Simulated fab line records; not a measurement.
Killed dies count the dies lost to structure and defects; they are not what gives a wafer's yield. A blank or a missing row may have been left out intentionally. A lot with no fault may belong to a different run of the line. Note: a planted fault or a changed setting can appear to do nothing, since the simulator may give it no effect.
fab line records -- flow sky130
record: lots: 6, wafers: 18, last_day: 50
route steps=708 shown METAL3@572 VIA3@573
lots with no fault: from the same line, run without faults
start_h: start of the lot's first displayed wafer, in hours after the record's first day -- wait_h: hours elapsed since this lot's preceding step -- " as in the row above -- L1.1+2: a single row standing in for several wafers -- - no value, or no start given -- * or withheld: withheld -- < > ~ a bound
route shown NAME@n: names a module that has steps shown in the file, with the first one's number in the route -- usual: mean and standard deviation over wafers with no fault -- same: alike in all rows -- chamber/n: place in a boat -- sites: per-site readings -- _std_site: standard deviation across them -- _edge_site: inner sites' mean taken away from outer sites' mean -- radius_mm: for every site, how far away it sits from the centre of the wafer -- mask NAME#n: copy n -- behind: the most recent tool/chamber to have shaped the wafer -- hold: cause of the lot's hold/its duration in hours/its outcome -- device: transistor that didn't switch, given as n, p or np -- end of line: at the end of the route, the tests of the same wafers -- a step with no rows: only its recipe -- killed: the dies lost at the first sort to structure and to defects; this is not the yield of the wafer -- map: the dies of a wafer, with x for killed, . for not killed, _ for no die there
set.NAME: the setting the step ran with; set.NAME@STEP: the setting that earlier step ran with -- model.NAME: the simulator's own value behind a step, which no gauge read
lots seen at some steps along the route; tables by step, rows by wafer
services: the hour from which a tool's chamber was out of use, counted from the record's first day as start_h (under 0 if before that day), plus the number of hours and why
== steps ==
step: SKY_METAL3_CLEAN_22
recipe: chemistry: O3/DIW, dry: n2_spin
step: SKY_VIA3_HDPCVD_00
recipe: material: SiO2, target_thk_nm: 1635, sigma_open_frac: 0.3, time_s: 272.5, temp_c: 400, sih4_flow_sccm: 60, pressure_mtorr: 6
step: SKY_VIA3_THK_MEAS_01
recipe: reads: SiO2_of_VIA3_HDPCVD_00
usual: VIA3_HDPCVD_THK: 1638/17
lot.wafer,tool,chamber,start_h,wait_h,VIA3_HDPCVD_THK[nm]
L594.3,film_metro-04,-,933.61,0.1,1620
L594.5,film_metro-04,-,933.61,0.1,1620
L594.6,film_metro-04,-,933.61,0.1,1632
L597.3,film_metro-03,-,940.18,0.1,1637
L597.4,film_metro-03,-,940.18,0.1,1637
L597.6,film_metro-03,-,940.18,0.1,1620
L603.1,film_metro-04,-,975.20,0.1,1619
L603.2,film_metro-04,-,975.20,0.1,1629
L603.3,film_metro-04,-,975.20,0.1,1636
L604.1,film_metro-04,-,978.47,0.1,1626
L604.2,film_metro-04,-,978.47,0.1,1650
L604.5,film_metro-04,-,978.47,0.1,1662
L614.1,film_metro-01,-,1044.85,0.1,1651
L614.3,film_metro-01,-,1044.85,0.1,1624
L614.5,film_metro-01,-,1044.85,0.1,1636
L616.2,film_metro-04,-,1051.53,0.1,1637
L616.4,film_metro-04,-,1051.53,0.1,1643
L616.5,film_metro-04,-,1051.53,0.1,1612
step: SKY_VIA3_CMP_02
recipe: material: SiO2, down_force_psi: 4, platen_rpm: 60, pad_velocity_m_s: 0.94248
usual: motor_current_A: 11.7/0.85
lot.wafer,tool,chamber,start_h,wait_h,motor_current_A
L594.3,cmp-01,1,933.75,0.1,11.9
L594.6,cmp-01,3,933.75,0.1,12.7
L594.5,cmp-01,0,933.75,0.1,10.6
L597.4,cmp-02,2,940.22,0.0,12.0
L597.3,cmp-02,1,940.22,0.0,12.7
L597.6,cmp-02,2,940.22,0.0,11.7
L603.1,cmp-02,3,975.31,0.1,10.0
L603.3,cmp-02,0,975.31,0.1,11.1
L603.2,cmp-02,1,975.31,0.1,12.8
L604.2,cmp-02,3,978.58,0.1,10.0
L604.1,cmp-02,0,978.58,0.1,11.1
L604.5,cmp-02,2,978.58,0.1,11.7
L614.1,cmp-01,3,1045.01,0.1,12.3
L614.3,cmp-01,0,1045.01,0.1,10.7
L614.5,cmp-01,2,1045.01,0.1,12.5
L616.2,cmp-02,1,1051.58,0.0,12.3
L616.4,cmp-02,3,1051.58,0.0,10.1
L616.5,cmp-02,1,1051.58,0.0,12.5
step: SKY_VIA3_BOW_MEAS_03
recipe: mode: bow
usual: VIA3_BOW: 79/8.7
lot.wafer,tool,chamber,start_h,wait_h,VIA3_BOW[um]
L594.3,film_metro-03,-,933.99,0.2,92
L594.5,film_metro-03,-,933.99,0.2,80
L594.6,film_metro-03,-,933.99,0.2,87
L597.3,film_metro-01,-,940.56,0.1,78
L597.4,film_metro-01,-,940.56,0.1,75
L597.6,film_metro-01,-,940.56,0.1,77
L603.1,film_metro-01,-,975.56,0.2,79
L603.2,film_metro-01,-,975.56,0.2,67
L603.3,film_metro-01,-,975.56,0.2,78
L604.1,film_metro-01,-,978.83,0.1,73
L604.2,film_metro-01,-,978.83,0.1,76
L604.5,film_metro-01,-,978.83,0.1,83
L614.1,film_metro-03,-,1045.21,0.1,87
L614.3,film_metro-03,-,1045.21,0.1,81
L614.5,film_metro-03,-,1045.21,0.1,84
L616.2,film_metro-01,-,1051.90,0.3,81
L616.4,film_metro-01,-,1051.90,0.3,66
L616.5,film_metro-01,-,1051.90,0.3,72
step: SKY_VIA3_DEHYDRATE_04
recipe: temp_c: 200, time_s: 60
step: SKY_VIA3_HMDS_05
recipe: prime_time_s: 60, prime_temp_c: 118.9
step: SKY_VIA3_COAT_06
recipe: resist: BARC, temp_c: withheld, time_s: withheld, spin_rpm: 3000, resist_thk_nm: 60
step: SKY_VIA3_COAT_07
recipe: resist: KrF-thick, spin_rpm: 3000, resist_thk_nm: 450
step: SKY_VIA3_SOFTBAKE_08
recipe: temp_c: 100, time_s: 90, resist: KrF-thick
step: SKY_VIA3_EXPOSE_09
recipe: mask_id: VIM3, na: 0.8, source_shape: annular, sigma_inner: 0.55, sigma_outer: 0.85, target_cd_nm: 200, dose_mj: 38
step: SKY_VIA3_PEB_10
recipe: peb_temp_c: withheld, peb_time_s: withheld, resist: KrF-thick
step: SKY_VIA3_DEVELOP_11
recipe: develop_time_s: 60, resist: KrF-thick, dev_temp_c: 21
usual: chill_plate_temp_C: 23.02/0.094, develop_time_s: 60/0, resist_line_temp_C: 23.02/0.11
lot.wafer,tool,chamber,start_h,wait_h,chill_plate_temp_C,develop_time_s,resist_line_temp_C,model.KrF-thick_of_VIA3_COAT_07.thk_nm
L594.3,litho_track-04,0,958,-,22.94,60,22.99,436.2
L594.5,litho_track-04,0,958,-,23.20,60,23.04,434.9
L594.6,litho_track-04,0,958,-,23.06,60,23.07,436
L597.3,litho_track-01,0,964,-,23.14,60,22.80,434.6
L597.4,litho_track-01,0,964,-,23.12,60,22.88,434.9
L597.6,litho_track-01,0,965,-,22.95,60,22.93,434.5
L603.1,litho_track-04,-,999,-,-,-,-,449.7
L603.2,litho_track-04,-,999,-,-,-,-,449.9
L603.3,litho_track-04,-,999,-,-,-,-,448.6
L604.1,litho_track-04,-,1002,-,-,-,-,449.7
L604.2,litho_track-04,-,1002,-,-,-,-,450.7
L604.5,litho_track-04,-,1002,-,-,-,-,450.2
L614.1,litho_track-01,0,1067,-,23.04,60,23.18,435.2
L614.3,litho_track-01,0,1067,-,23.15,60,23.17,434.5
L614.5,litho_track-01,0,1067,-,22.82,60,23.00,436.1
L616.2,litho_track-01,0,1074,-,23.07,60,23.07,436
L616.4,litho_track-01,0,1074,-,23.08,60,23.18,435.3
L616.5,litho_track-01,0,1074,-,23.25,60,23.05,435.9
step: SKY_VIA3_CD_MEAS_12
recipe: target_cd_nm: 200
usual: cd_nm: 199.9/1.1
lot.wafer,tool,chamber,start_h,wait_h,cd_nm
L594.3,cd_sem-01,-,958.19,-,199.0
L594.5,cd_sem-01,-,958.19,-,199.5
L594.6,cd_sem-01,-,958.19,-,199.1
L597.3,cd_sem-01,-,965.10,-,200.9
L597.4,cd_sem-01,-,965.10,-,203.0
L597.6,cd_sem-01,-,965.10,-,201.5
L603.1,cd_sem-01,-,999.60,-,-
L603.2,cd_sem-01,-,999.60,-,-
L603.3,cd_sem-01,-,999.60,-,-
L604.1,cd_sem-01,-,1002.40,-,-
L604.2,cd_sem-01,-,1002.40,-,-
L604.5,cd_sem-01,-,1002.40,-,-
L614.1,cd_sem-01,-,1067.26,-,199.9
L614.3,cd_sem-01,-,1067.26,-,201.1
L614.5,cd_sem-01,-,1067.26,-,200.9
L616.2,cd_sem-02,-,1074.53,-,199.6
L616.4,cd_sem-02,-,1074.53,-,199.9
L616.5,cd_sem-02,-,1074.53,-,200.9
== services ==
tool,chamber,start_h,hours,kind
cmp-02,-,912.00,4.0,pm
cmp-02,-,916.00,-,consumable_replace:conditioner
cmp-02,-,916.00,-,consumable_replace:pad
cmp-02,-,1022.08,1.4,repair
cmp-01,-,1040.37,1.5,repair
cmp-02,-,1046.99,1.3,repair
cmp-01,-,1062.29,2.8,repair
== key ==
first_sign: step: SKY_VIA3_DEVELOP_11, reading: tool_record, direction: missing
effect none on later readings
model_effect: step: SKY_VIA3_DEVELOP_11, value: KrF-thick_of_VIA3_COAT_07.thk_nm, without: 435.7, struck: 449.8
met_at SKY_VIA3_DEVELOP_11
struck_wafers L603.1,L603.2,L603.3,L604.1,L604.2,L604.5
later_rows_left_out L603.1,L603.2,L603.3,L604.1,L604.2,L604.5
sort_left_out L603.1,L603.2,L603.3,L604.1,L604.2,L604.5
onset_between 958 999
fault: kind: skipped_step_whole, tool: litho_track-04, chamber: -, onset_h: 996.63, steps: SKY_VIA3_DEVELOP_11, scope: struck_lots_only
sort_left_out: the simulated sort isn't trusted on such a fault, so these wafers' sort isn't shown, and their yield isn't known
later_rows_left_out: the simulator's readings of these wafers behind a module that went badly wrong aren't trusted and aren't shown, but for the sort
